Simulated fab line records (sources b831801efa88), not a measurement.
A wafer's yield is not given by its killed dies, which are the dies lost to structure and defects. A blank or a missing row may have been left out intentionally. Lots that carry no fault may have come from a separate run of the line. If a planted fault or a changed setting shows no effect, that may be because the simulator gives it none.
fab line records | flow sky130
record lots=5 wafers=15 lastDay=49
route steps=708 shown CAP2M@607 METAL4@621 VIA4@639 PAD_OPEN@708
lots that met no fault: taken from a fault-free run of the same line
startH: start of the lot's first displayed wafer, in hours after the record's first day | waitH: hours since the lot's step before | " same as the row above | L1.1+2: one row covering several wafers at once | - no value, or no start was given | * or withheld: withheld | < > ~ a bound
route shown NAME@n: NAME is a module with steps in the file, n the number in the route of the first one | usual: mean/standard deviation of fault-free wafers | same: alike in all rows | chamber/n: place in a boat | sites: readings site by site | _std_site: the standard deviation of these | _edge_site: outer sites' mean less inner sites' | radiusMm: how far each site lies from the wafer's centre | mask NAME#n: copy n | behind: the most recent tool/chamber to have shaped the wafer | hold: what put the lot on hold/how long, in hours/how the hold closed | device: the transistor (n, p or np) that didn't switch | end of line: the same wafers' tests at the end of the route | where a step has no rows: the recipe by itself | killed: count of dies lost to structure and defects at first sort (not the wafer's yield) | map: the dies of a wafer, with x for killed, . for not killed, _ for no die there
set.NAME: the run value of the setting; set.NAME@STEP: its run value at that earlier step | model.NAME: the simulator's own value behind a step, which no gauge read
lots at selected steps of the route; one table per step, one row per wafer
services: from which hour (startH, from the record's first day; less than 0 if before it) a tool's chamber was out of use, for how many hours, and why
## steps
# step SKY_CAP2M_THK_MEAS_04
# recipe thkMeasGauge=xrf reads=TiN_of_CAP2M_SPUTTER_02
# usual CAP2M_TIN_THK=203.2/2.3
# columns lot.wafer tool chamber startH waitH CAP2M_TIN_THK[nm]
L248.1 filmMetro-02 - 974.19 0.1 202.0
L248.3 " - " " 203.5
L248.4 " - " " 204.4
L253.4 filmMetro-04 - 1010.80 0.1 202.5
L253.5 " - " " 202.4
L253.6 " - " " 203.2
L257.1 filmMetro-03 - 1031.85 0.1 204.6
L257.4 " - " " 207.7
L257.5 " - " " 206.1
L258.3 filmMetro-03 - 1049.32 0.1 202.9
L258.4 " - " " 201.5
L258.5 " - " " 200.6
L259.2 filmMetro-04 - 1050.68 0.1 205.1
L259.3 " - " " 204.1
L259.4 " - " " 206.6
# step SKY_CAP2M_DEHYDRATE_05
# recipe tempC=200 timeS=60
# step SKY_CAP2M_HMDS_06
# recipe primeTimeS=60 primeTempC=120
# step SKY_CAP2M_COAT_07
# recipe resist=NOVOLAK spinRpm=3000 resistThkNm=1140
# step SKY_CAP2M_SOFTBAKE_08
# recipe tempC=90 timeS=60 resist=NOVOLAK
# step SKY_CAP2M_EXPOSE_09
# recipe maskId=CAP2M na=0.6 sourceShape=conventional sigmaOuter=0.6 polarization=unpolarized targetCdNm=1000 doseMj=159
# step SKY_CAP2M_PEB_10
# recipe tempC=withheld timeS=* resist=NOVOLAK
# step SKY_CAP2M_DEVELOP_11
# recipe resist=NOVOLAK developer=TMAH developTimeS=60 devTempC=23
# step SKY_CAP2M_OVL_MEAS_12
# usual CAP2M_OVL=0.7/1.4
# columns lot.wafer tool chamber startH waitH CAP2M_OVL[nm]
L248.1 overlay-01 - 1000.17 0.1 2.9
L248.3 " - " " 3.5
L248.4 " - " " 2.1
L253.4 overlay-02 - 1033.17 0.1 -0.5
L253.5 " - " " 0.8
L253.6 " - " " 2.1
L257.1 overlay-02 - 1054.15 0.1 3.6
L257.4 " - " " 0.5
L257.5 " - " " 1.0
L258.3 overlay-02 - 1072.06 0.1 -1.9
L258.4 " - " " -2.6
L258.5 " - " " -2.1
L259.2 overlay-01 - 1073.47 0.1 2.1
L259.3 " - " " 0.8
L259.4 " - " " 3.3
# step SKY_CAP2M_METAL_ETCH_13
# recipe targetDepthNm=220 stopOn=SiO2 chemistry=Cl2/BCl3 target=TiN pressureMtorr=10 icpW=900 biasW=48.5 Cl2_flow_sccm=60 bcl3FlowSccm=30 timeS=62.9
# usual drypumpMotorCurrentA=5.9/0.39 oesProductAu=0.943/0.0077 throttleValvePct=21.902/0.0088
# columns lot.wafer tool chamber startH waitH drypumpMotorCurrentA oesProductAu rfHoursCounterH throttleValvePct
L248.1 rieMetal-01 0 1000.20 0.0 5.7 0.939 14 21.907
L248.3 " 0 " " 5.7 0.949 - 21.906
L248.4 " 1 " " 6.2 0.941 - 21.886
L253.4 rieMetal-01 1 1033.21 0.0 6.1 0.948 - 21.909
L253.5 " 0 " " 5.7 0.937 - 21.921
L253.6 " 1 " " 6.2 0.948 - 21.887
L257.1 rieMetal-02 1 1054.19 0.0 5.5 0.950 4 21.914
L257.4 " 1 " " 5.5 0.949 - 21.880
L257.5 " 1 " " 5.5 0.950 - 21.903
L258.3 rieMetal-04 1 1072.11 0.0 5.2 0.942 - 21.906
L258.4 " 0 " " 6.4 0.930 - 21.907
L258.5 " 0 " " 6.4 0.935 - 21.899
L259.2 rieMetal-01 0 1073.50 0.0 5.7 0.948 19 21.901
L259.3 " 0 " " 5.7 0.938 - 21.899
L259.4 " 1 " " 6.2 0.953 - 21.901
# step SKY_CAP2M_STRIP_14
# recipe chemistry=O2/N2 powerW=1400 pressureMtorr=1500 platenTempC=withheld o2FlowSccm=3000 n2FlowSccm=300 overashFraction=0.5
# usual drypumpMotorCurrentA=5.3/0.39 oesProductAu=0.710/0.0045 stripTimeToEndpointS=12.66/0.042
# columns lot.wafer tool chamber startH waitH drypumpMotorCurrentA oesProductAu rfHoursCounterH stripTimeToEndpointS
L248.1 plasmaAsher-03 0 1000.28 0.1 5.2 0.712 56 12.61
L248.3 " 1 " " 5.3 0.714 - 12.62
L248.4 " 0 " " 5.2 0.706 - 12.67
L253.4 plasmaAsher-03 1 1033.30 0.1 5.2 0.711 - 12.63
L253.5 " 1 " " 5.2 0.717 - 12.66
L253.6 " 0 " " 5.2 0.712 - 12.63
L257.1 plasmaAsher-01 1 1054.34 0.1 4.7 0.712 31 12.66
L257.4 " 0 " " 5.9 0.719 - 12.69
L257.5 " 0 " " 5.9 0.711 - 12.69
L258.3 plasmaAsher-03 0 1072.20 0.1 5.2 0.708 - 12.73
L258.4 " 1 " " 5.3 0.710 - 12.66
L258.5 " 1 " " 5.2 0.705 - 12.63
L259.2 plasmaAsher-01 0 1073.58 0.1 5.8 0.710 33 12.66
L259.3 " 1 " " 4.8 0.713 - 12.65
L259.4 " 0 " " 5.9 0.705 - 12.61
# step SKY_CAP2M_STRIP_15
# recipe chemistry=postEtchResidueRemover timeS=1200 tempC=72.5
# step SKY_CAP2M_CLEAN_16
# recipe chemistry=IPA timeS=180 tempC=25
# columns lot.wafer tool chamber startH waitH
L248.1+3+4 wetBench-04 3 1000.72 0.0
L253.4+5+6 wetBench-03 1 1033.71 0.0
L257.1+4+5 wetBench-01 3 1054.81 0.0
L258.3+4+5 wetBench-01 0 1072.61 0.0
L259.2+3+4 wetBench-04 1 1074.02 0.0
# step SKY_CAP2M_CLEAN_17
# recipe chemistry=O3/DIW dry=n2Spin
# step SKY_METAL4_DEHYDRATE_05
# recipe tempC=200 timeS=60
# step SKY_METAL4_HMDS_06
# recipe primeTimeS=60 primeTempC=120
# step SKY_METAL4_COAT_07
# recipe resist=BARC tempC=withheld timeS=withheld spinRpm=3000 resistThkNm=60
# step SKY_METAL4_COAT_08
# recipe resist=KrF-thick spinRpm=3000 resistThkNm=1140
# step SKY_METAL4_SOFTBAKE_09
# recipe tempC=100 timeS=90 resist=KrF-thick
# step SKY_METAL4_EXPOSE_10
# recipe maskId=MM4 na=0.68 sourceShape=annular sigmaInner=0.4 sigmaOuter=0.8 targetCdNm=300 doseMj=28
# step SKY_METAL4_PEB_11
# recipe pebTempC=withheld pebTimeS=withheld resist=KrF-thick
# step SKY_METAL4_DEVELOP_12
# recipe developTimeS=60 resist=KrF-thick devTempC=21
# step SKY_METAL4_CD_MEAS_13
# recipe targetCdNm=300
# usual cdNm=300.0/1.4
# columns lot.wafer tool chamber startH waitH cdNm
L248.1 cdSem-01 - 1023.63 - 300.5
L248.3 " - " " 300.8
L248.4 " - " " 298.3
L253.4 cdSem-01 - 1056.55 - 300.4
L253.5 " - " " 301.8
L253.6 " - " " 301.2
L257.1 cdSem-01 - 1077.55 - 301.2
L257.4 " - " " 299.8
L257.5 " - " " 299.2
L258.3 cdSem-01 - 1095.03 - 301.9
L258.4 " - " " 301.6
L258.5 " - " " 301.7
L259.2 cdSem-01 - 1096.30 - 302.9
L259.3 " - " " 303.3
L259.4 " - " " 303.0
# step SKY_METAL4_OVL_MEAS_14
# usual METAL4_OVL=-2/5
# columns lot.wafer tool chamber startH waitH METAL4_OVL[nm]
L248.1 overlay-01 - 1023.75 0.1 5
L248.3 " - " " 3
L248.4 " - " " 6
L253.4 overlay-01 - 1056.63 0.1 1
L253.5 " - " " -10
L253.6 " - " " -6
L257.1 overlay-02 - 1077.67 0.1 17
L257.4 " - " " 11
L257.5 " - " " 10
L258.3 overlay-01 - 1095.12 0.1 -2
L258.4 " - " " 4
L258.5 " - " " -1
L259.2 overlay-02 - 1096.41 0.1 -4
L259.3 " - " " -9
L259.4 " - " " -6
# step SKY_METAL4_DESCUM_15
# recipe chemistry=O2 sourcePowerW=150 biasPowerW=0 pressureMtorr=10 tempC=40 timeS=8
# step SKY_METAL4_ETCH_16
# recipe chemistry=N2/H2 target=BARC ionEnergyEv=200 biasW=100 pressureMtorr=30 n2FlowSccm=100 h2FlowSccm=200 icpW=500 stopOn=SiO2 timeS=88.2 targetDepthA=600
# usual drypumpMotorCurrentA=6.0/0.32 oesProductAu=0.627/0.0045 throttleValvePct=13.205/0.0097
# columns lot.wafer tool chamber startH waitH drypumpMotorCurrentA oesProductAu rfHoursCounterH throttleValvePct
L248.1 rieMetal-01 0 1023.82 0.0 5.7 0.636 15 13.224
L248.3 " 1 " " 6.2 0.631 - 13.208
L248.4 " 0 " " 5.7 0.626 - 13.199
L253.4 rieMetal-02 1 1056.81 0.1 5.6 0.624 - 13.197
L253.5 " 1 " " 5.6 0.621 - 13.212
L253.6 " 1 " " 5.5 0.621 - 13.202
L257.1 rieMetal-01 0 1077.74 0.0 5.7 0.628 19 13.220
L257.4 " 0 " " 5.7 0.628 - 13.216
L257.5 " 0 " " 5.7 0.625 - 13.218
L258.3 rieMetal-02 0 1095.21 0.0 6.2 0.616 - 13.204
L258.4 " 1 " " 5.5 0.623 - 13.202
L258.5 " 1 " " 5.6 0.621 - 13.206
L259.2 rieMetal-02 0 1096.47 0.0 6.3 0.631 13 13.209
L259.3 " 0 " " 6.2 0.623 - 13.199
L259.4 " 1 " " 5.6 0.618 - 13.203
# step SKY_METAL4_ETCH_17
# recipe target=SiO2 stopOn=TiN chemistry=C4F8/O2/Ar sourceW=1500 biasW=1200 pressureMtorr=40 c4f8FlowSccm=withheld O2_flow_sccm=6 Ar_flow_sccm=300 timeS=3.9 targetDepthA=150
# usual oesProductAu=0.754/0.0073
# columns lot.wafer tool chamber startH waitH oesProductAu rfHoursCounterH
L248.1 rieDiel-02 3 1023.92 0.1 0.749 9
L248.3 " 2 " " 0.748 13
L248.4 " 0 " " 0.760 -
L253.4 rieDiel-04 2 1056.91 0.1 0.769 15
L253.5 " 2 " " 0.759 -
L253.6 " 1 " " 0.759 -
L257.1 rieDiel-04 2 1077.84 0.1 0.756 15
L257.4 " 1 " " 0.748 23
L257.5 " 2 " " 0.767 -
L258.3 rieDiel-04 0 1095.28 0.0 0.748 13
L258.4 " 3 " " 0.758 -
L258.5 " 2 " " 0.753 -
L259.2 rieDiel-04 0 1096.57 0.1 0.746 13
L259.3 " 2 " " 0.753 16
L259.4 " 2 " " 0.760 -
# step SKY_METAL4_METAL_ETCH_18
# recipe targetDepthA=8450 stopOn=SiO2 overEtchFrac=0.3 timeS=183.1 chemistry=Cl2/BCl3 resistSidewallDeg=88 pressureMtorr=10 icpW=900 biasW=48.5 Cl2_flow_sccm=60 bcl3FlowSccm=30
# usual drypumpMotorCurrentA=6.0/0.32 oesProductAu=0.866/0.0057 throttleValvePct=22.264/0.0095
# columns lot.wafer tool chamber startH waitH drypumpMotorCurrentA oesProductAu rfHoursCounterH throttleValvePct
L248.1 rieMetal-02 1 1023.94 0.0 5.5 0.867 1 22.260
L248.3 " 1 " " 5.5 0.877 - 22.275
L248.4 " 0 " " 6.2 0.865 - 22.278
L253.4 rieMetal-01 0 1056.99 0.1 5.7 0.873 - 22.261
L253.5 " 0 " " 5.7 0.873 - 22.269
L253.6 " 1 " " 6.2 0.872 - 22.265
L257.1 rieMetal-02 1 1077.86 0.0 5.5 0.861 7 22.249
L257.4 " 1 " " 5.5 0.859 - 22.253
L257.5 " 1 " " 5.6 0.865 - 22.266
L258.3 rieMetal-03 0 1095.36 0.1 6.4 0.861 - 22.267
L258.4 " 1 " " 6.3 0.860 - 22.268
L258.5 " 0 " " 6.4 0.871 - 22.265
L259.2 rieMetal-01 0 1096.59 0.0 5.6 0.854 21 22.255
L259.3 " 1 " " 6.1 0.868 - 22.263
L259.4 " 0 " " 5.7 0.874 - 22.252
# step SKY_METAL4_STRIP_19
# recipe chemistry=O2/N2 powerW=1400 pressureMtorr=1500 platenTempC=withheld o2FlowSccm=3000 n2FlowSccm=300 overashFraction=0.5
# step SKY_METAL4_STRIP_20
# recipe chemistry=postEtchResidueRemover timeS=1200 tempC=72.5
# step SKY_METAL4_CLEAN_21
# recipe chemistry=IPA timeS=180 tempC=25
# step SKY_METAL4_CLEAN_22
# recipe chemistry=O3/DIW dry=n2Spin
# step SKY_VIA4_HDPCVD_00
# recipe material=SiO2 targetThkNm=1750 sigmaOpenFrac=0.3 timeS=291.7 tempC=400 sih4FlowSccm=60 pressureMtorr=6
# step SKY_VIA4_THK_MEAS_01
# recipe reads=SiO2_of_VIA4_HDPCVD_00
# usual VIA4_HDPCVD_THK=1752/24
# columns lot.wafer tool chamber startH waitH VIA4_HDPCVD_THK[nm]
L248.1 filmMetro-03 - 1024.94 0.1 1720
L248.3 " - " " 1752
L248.4 " - " " 1745
L253.4 filmMetro-01 - 1057.91 0.0 1765
L253.5 " - " " 1775
L253.6 " - " " 1796
L257.1 filmMetro-03 - 1079.08 0.2 1746
L257.4 " - " " 1763
L257.5 " - " " 1751
L258.3 filmMetro-01 - 1096.27 0.1 1786
L258.4 " - " " 1748
L258.5 " - " " 1794
L259.2 filmMetro-04 - 1097.59 0.1 1780
L259.3 " - " " 1790
L259.4 " - " " 1749
# step SKY_VIA4_CMP_02
# recipe material=SiO2 downForcePsi=4 platenRpm=60 padVelocityMS=0.94248
# step SKY_VIA4_BOW_MEAS_03
# recipe mode=bow
# usual VIA4_BOW=78/7.8
# columns lot.wafer tool chamber startH waitH VIA4_BOW[um]
L248.1 filmMetro-04 - 1025.30 0.1 86
L248.3 " - " " 81
L248.4 " - " " 91
L253.4 filmMetro-04 - 1058.30 0.2 72
L253.5 " - " " 58
L253.6 " - " " 67
L257.1 filmMetro-03 - 1079.44 0.2 71
L257.4 " - " " 71
L257.5 " - " " 69
L258.3 filmMetro-04 - 1097.91 0.2 68
L258.4 " - " " 71
L258.5 " - " " 73
L259.2 filmMetro-04 - 1099.69 0.1 75
L259.3 " - " " 78
L259.4 " - " " 67
# step SKY_VIA4_DEHYDRATE_04
# recipe tempC=200 timeS=60
# step SKY_VIA4_HMDS_05
# recipe primeTimeS=60 primeTempC=120
# step SKY_VIA4_COAT_06
# recipe resist=NOVOLAK spinRpm=3000 resistThkNm=1140
# step SKY_VIA4_SOFTBAKE_07
# recipe tempC=90 timeS=60 resist=NOVOLAK
# step SKY_VIA4_EXPOSE_08
# recipe maskId=VIM4 na=0.6 sourceShape=conventional sigmaOuter=0.6 polarization=unpolarized targetCdNm=800 doseMj=132
# step SKY_VIA4_PEB_09
# recipe tempC=withheld timeS=* resist=NOVOLAK
# step SKY_PAD_OPEN_PROBE_99
# usual defectLimitedYield=82.5/1.9 killed_at_M0_to_M3=43/7.2 killed_at_M4_up=3.1/1.8 killedAtContacts=24/5.4 killedAtFrontEnd=15/4.4 killedAtOther=0.4/0.56 killedDies=86/9.3 killedOpen=47/6.9 killedShort=39/6.6 sort_bin_3_pad_short=0.9/0.43 sort_bin_5_function=10.4/1.5 sort_bin_6_memory=6.2/1.1 sortNPass=406/9.3 sortYieldPct=82.5/1.9
# same grossDies=492 killedAtBackSide=0 sort_bin_4_leakage[%]=0 sort_bin_8_speed[%]=0
# columns lot.wafer tool chamber startH waitH defectLimitedYield[%] killed_at_M0_to_M3 killed_at_M4_up killedAtContacts killedAtFrontEnd killedAtOther killedDies killedOpen killedShort sort_bin_3_pad_short[%] sort_bin_5_function[%] sort_bin_6_memory[%] sortNPass sortYieldPct[%] model.etest.tester.sortNPass model.etest.tester.sortYieldPct model.etest.tester.sort_bin_5_pct model.etest.tester.sort_bin_3_pct
L248.1 prober-01 - 1118.06 0.1 72.4 35 1 26 10 64 136 37 35 4.3 16.7 6.7 356 72.4 356 72.36 16.67 4.268
L248.3 prober-01 - 1118.16 0.2 71.7 32 4 21 18 64 139 42 33 5.9 15.7 6.7 353 71.7 353 71.75 15.65 5.894
L248.4 prober-01 - 1118.21 0.2 69.1 50 3 20 14 65 152 44 43 4.5 18.7 7.7 340 69.1 340 69.11 18.7 4.472
L253.4 prober-02 - 1143.91 0.2 83.1 40 5 25 13 0 83 52 31 1.0 10.2 5.7 409 83.1 409 83.13 10.16 1.016
L253.5 prober-02 - 1143.96 0.2 76.8 50 3 32 29 0 114 57 57 0.2 15.2 7.7 378 76.8 378 76.83 15.24 0.2033
L253.6 prober-02 - 1144.01 0.2 82.5 55 2 16 13 0 86 54 32 1.0 11.0 5.5 406 82.5 406 82.52 10.98 1.016
L257.1 prober-02 - 1163.45 0.1 86.8 36 6 13 10 0 65 30 35 1.0 8.1 4.1 427 86.8 427 86.79 8.13 1.016
L257.4 prober-02 - 1163.60 0.2 82.3 38 4 26 19 0 87 41 46 1.4 8.9 7.3 405 82.3 405 82.32 8.943 1.423
L257.5 prober-02 - 1163.65 0.2 86.8 35 1 16 12 1 65 37 27 0.4 7.3 5.5 427 86.8 427 86.79 7.317 0.4065
L258.3 prober-01 - 1178.25 0.2 83.5 52 3 14 12 0 81 37 44 0.2 10.6 5.7 411 83.5 411 83.54 10.57 0.2033
L258.4 prober-01 - 1178.30 0.2 79.5 47 3 29 22 0 101 54 47 0.8 11.4 8.3 391 79.5 391 79.47 11.38 0.813
L258.5 prober-01 - 1178.35 0.2 86.0 29 1 19 19 1 69 42 26 0.4 9.6 4.1 423 86.0 423 85.98 9.553 0.4065
L259.2 prober-02 - 1179.70 0.1 81.5 46 1 29 14 1 91 47 43 0.6 12.4 5.5 401 81.5 401 81.5 12.4 0.6098
L259.3 prober-02 - 1179.75 0.2 84.6 37 5 19 15 0 76 43 33 0.4 10.0 5.1 416 84.6 416 84.55 9.959 0.4065
L259.4 prober-02 - 1179.80 0.2 81.9 48 6 19 16 0 89 49 40 0.2 9.6 8.3 403 81.9 403 81.91 9.553 0.2033
# killed by level:class
L248.1 CAP2M:unspecified=64 LI_CONTACT:geometricParticle:open=10 VIA3:geometricParticle:open=8 CONTACT:geometricParticle:open=7 METAL1:geometricParticle:short=6 LOCAL_INTERCONNECT:geometricParticle:short=5 METAL2:geometricParticle:short=5 FIELD_ISO:geometricParticle:short=4
L248.3 CAP2M:unspecified=64 LI_CONTACT:geometricParticle:open=7 FIELD_ISO:geometricParticle:open=6 CONTACT:geometricParticle:open=6 VIA3:geometricParticle:open=6 VIA2:geometricParticle:open=6 VIA1:geometricParticle:short=5 POLY_GATE:geometricParticle:open=4
L248.4 CAP2M:unspecified=65 VIA1:geometricParticle:open=11 VIA1:geometricParticle:short=8 VIA2:geometricParticle:open=8 CONTACT:geometricParticle:short=6 LI_CONTACT:geometricParticle:open=6 METAL1:geometricParticle:short=6 VIA3:geometricParticle:open=6
L253.4 VIA2:geometricParticle:open=12 VIA1:geometricParticle:open=12 CONTACT:geometricParticle:open=10 LI_CONTACT:geometricParticle:open=5 LOCAL_INTERCONNECT:geometricParticle:short=5 CONTACT:geometricParticle:short=5 METAL2:geometricParticle:short=5 POLY_GATE:geometricParticle:open=4
L253.5 CONTACT:geometricParticle:open=13 FIELD_ISO:geometricParticle:short=10 METAL2:geometricParticle:short=10 LI_CONTACT:geometricParticle:open=9 FIELD_ISO:geometricParticle:open=8 VIA1:geometricParticle:short=8 VIA1:geometricParticle:open=7 VIA3:geometricParticle:open=7
L253.6 VIA1:geometricParticle:open=18 VIA3:geometricParticle:open=9 LI_CONTACT:geometricParticle:open=7 METAL2:geometricParticle:short=7 FIELD_ISO:geometricParticle:open=6 VIA2:geometricParticle:open=5 CONTACT:geometricParticle:open=4 METAL1:geometricParticle:short=4
L257.1 VIA3:geometricParticle:open=6 METAL4:geometricParticle:short=6 VIA1:geometricParticle:open=5 LOCAL_INTERCONNECT:geometricParticle:short=4 VIA1:geometricParticle:short=4 VIA2:geometricParticle:open=4 METAL2:geometricParticle:short=4 METAL3:geometricParticle:short=4
L257.4 VIA1:geometricParticle:open=10 CONTACT:geometricParticle:open=8 LI_CONTACT:geometricParticle:open=7 METAL2:geometricParticle:short=7 CONTACT:geometricParticle:short=5 VIA3:geometricParticle:open=5 VIA1:geometricParticle:short=5 FIELD_ISO:geometricParticle:open=4
L257.5 VIA1:geometricParticle:open=9 FIELD_ISO:geometricParticle:open=6 LI_CONTACT:geometricParticle:open=6 VIA1:geometricParticle:short=5 METAL2:geometricParticle:short=4 METAL3:geometricParticle:short=4 POLY_GATE:geometricParticle:open=3 CONTACT:geometricParticle:short=3
L258.3 VIA1:geometricParticle:short=12 VIA1:geometricParticle:open=8 METAL2:geometricParticle:short=6 METAL3:geometricParticle:short=5 FIELD_ISO:geometricParticle:short=5 VIA3:geometricParticle:open=5 CONTACT:geometricParticle:open=5 VIA2:geometricParticle:open=5
L258.4 VIA1:geometricParticle:open=13 CONTACT:geometricParticle:open=12 VIA2:geometricParticle:open=8 METAL2:geometricParticle:short=7 VIA3:geometricParticle:open=7 FIELD_ISO:geometricParticle:short=6 CONTACT:geometricParticle:short=6 POLY_GATE:geometricParticle:short=5
L258.5 VIA1:geometricParticle:open=10 POLY_GATE:geometricParticle:short=8 VIA2:geometricParticle:open=6 CONTACT:geometricParticle:open=6 CONTACT:geometricParticle:short=5 LI_CONTACT:geometricParticle:open=4 POLY_GATE:geometricParticle:open=3 METAL1:geometricParticle:short=3
L259.2 LI_CONTACT:geometricParticle:open=9 CONTACT:geometricParticle:open=9 METAL1:geometricParticle:short=8 VIA1:geometricParticle:open=8 VIA2:geometricParticle:open=7 CONTACT:geometricParticle:short=7 FIELD_ISO:geometricParticle:short=5 METAL2:geometricParticle:short=5
L259.3 CONTACT:geometricParticle:open=9 METAL2:geometricParticle:short=8 VIA1:geometricParticle:open=6 VIA2:geometricParticle:open=6 LI_CONTACT:geometricParticle:open=5 POLY_GATE:geometricParticle:short=4 FIELD_ISO:geometricParticle:open=4 VIA1:geometricParticle:short=3
L259.4 VIA1:geometricParticle:open=10 CONTACT:geometricParticle:open=10 VIA2:geometricParticle:open=9 VIA1:geometricParticle:short=7 METAL2:geometricParticle:short=7 VIA2:geometricParticle:short=6 METAL1:geometricParticle:short=6 FIELD_ISO:geometricParticle:short=5
# map L248.4 (x killed, . not)
__________......x..._________
________x...x..x..x.x._______
______.....x.xxx.x....x._____
_____.x.xxxxxxxx.x..x.x..____
____...xxxxxxxxxxxx.....x.___
___....xxxxxxxxx.xx........__
__..xxx.xxxxxxxxxxxx........_
_x......xxxxxxxxxx...x.....xx
_.......xxxxxxxxx.........x..
_....xx......xx...x.xx....xxx
_x.........x.x.....xx....xxxx
_..x..........xx.x...........
_....x....x........x...x....x
_x...x..xx...................
_........x.....x.x....x...x..
__.x................x....x.._
___...x.x....xx.....x.x....__
____..x......x..x..x..xx.x___
_____......x..x........xx____
______.........x..x..x.._____
________...x..x.x....._______
__________........xx_________
# map L259.2 (x killed, . not)
__________x......x.._________
________........x.xx.._______
______.......x...x...x.x_____
_____......xx...x..x....x____
____.......x...x..xx.x...x___
___......x...........x.xx..__
__.x..xx...........x..xx...._
_...x......x.................
_.......x..............x.....
_x.x.x.x.x.........x.......x.
_.x....x....xx.......xx..x.x.
_....xx.......xx..x..x...x...
_...x.x.x.......x.x..x..x...x
_x.x.....x.x......x.x.......x
_.....x..x...................
__......x..........x........_
___........x.x....x........__
____.x.xx.................___
_____.........xx.x..x....____
______...xx........x...._____
________x..........x.._______
__________.........x_________
## services
# columns tool chamber startH hours kind
plasmaAsher-03 - 988.74 5.0 repair
rieMetal-02 1 990.78 - clean
rieMetal-02 1 990.78 13.7 scheduledDown
rieMetal-02 1 990.78 13.7 ventCycle
rieDiel-04 0 1001.40 1.3 repair
rieMetal-03 - 1005.45 28.1 pm
rieMetal-04 - 1007.60 1.9 repair
rieDiel-02 1 1015.69 13.7 repair
plasmaAsher-01 - 1032.49 3.0 repair
plasmaAsher-01 - 1047.44 3.0 repair
rieMetal-02 0 1049.72 31.4 repair
rieMetal-03 1 1072.53 12.8 repair
rieDiel-04 - 1084.93 2.8 pm
rieDiel-04 1 1088.69 13.1 repair
## key
firstSign step=SKY_PAD_OPEN_PROBE_99 reading=killedAtOther direction=up sigmas=64 usual=0.4 struck=64.3
effect step=SKY_PAD_OPEN_PROBE_99 reading=sort_bin_3_pad_short direction=up sigmas=9.4 usual=0.9 struck=4.9
modelEffect step=SKY_PAD_OPEN_PROBE_99 value=etest.tester.sortNPass without=405 struck=349.7
metAt SKY_CAP2M_CLEAN_16
struckWafers L248.1,L248.3,L248.4
alsoFits SKY_METAL4_ETCH_17:rieDiel-02
fault kind=chamberParticleSource tool=wetBench-04 chamber=3 onsetH=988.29 steps=SKY_CAP2M_CLEAN_16 ratePerVisitCm2=1.7697 endH=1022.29
